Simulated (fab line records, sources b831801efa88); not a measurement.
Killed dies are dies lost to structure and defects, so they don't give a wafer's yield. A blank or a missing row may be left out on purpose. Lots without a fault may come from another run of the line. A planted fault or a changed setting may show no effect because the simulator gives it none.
One fault seen from 2 desks | flow gf180mcu | each desk has only its own numbers; what lay behind them comes last

THE TOOL OWNER'S DESK: pvd_sputter-02
The tool's own readings at GF_SALICIDE_SPUTTER_02 (material Co, target thk 10 nm, time 20 s): means of the sampled wafers that have a number, for each lot that ran on this tool. A lot is out of limits, marked OUT, if its mean lies more than 4 standard deviations from the usual mean; the brackets give that distance.
Columns: A = throttle_valve_pct at GF_SALICIDE_SPUTTER_02, usual 30.3 %
lot  | first seen here | A
L883 | day 15 02:50    | 29.6
L889 | day 17 04:01    | 29.9
L894 | day 19 00:37    | 29.9
L895 | day 19 11:22    | 30.1
L898 | day 20 14:32    | 30.0
This desk's finding: nothing out of limits on any of the 5 lots.

THE METROLOGY DESK
What the gauges read, lot by lot, whatever tool the lot ran on: means of the sampled wafers that have a number. A lot is out of limits, marked OUT, if its mean lies more than 4 standard deviations from the usual mean; the brackets give that distance.
Columns: A = cd_nm at GF_SAB_CD_MEAS_09, usual 420.7 nm; B = SAB_OVL at GF_SAB_OVL_MEAS_10, usual 0.0 nm
lot  | first seen here | A     | B
L883 | day 15 02:23    | 418.6 | 1.9
L889 | day 17 03:31    | 417.5 | 0.1
L894 | day 19 00:07    | 417.8 | 0.4
L895 | day 19 10:52    | 420.8 | 0.1
L898 | day 20 13:57    | 418.9 | 1.2
L902 | day 22 09:46    | 422.0 | 0.4
L906 | day 23 05:37    | 424.3 | -0.4
This desk's finding: nothing out of limits on any of the 7 lots.

PUT TOGETHER
The tool owner's desk saw nothing out of limits.
The metrology desk saw nothing out of limits.

WHAT THE SIMULATOR HAD PUT IN
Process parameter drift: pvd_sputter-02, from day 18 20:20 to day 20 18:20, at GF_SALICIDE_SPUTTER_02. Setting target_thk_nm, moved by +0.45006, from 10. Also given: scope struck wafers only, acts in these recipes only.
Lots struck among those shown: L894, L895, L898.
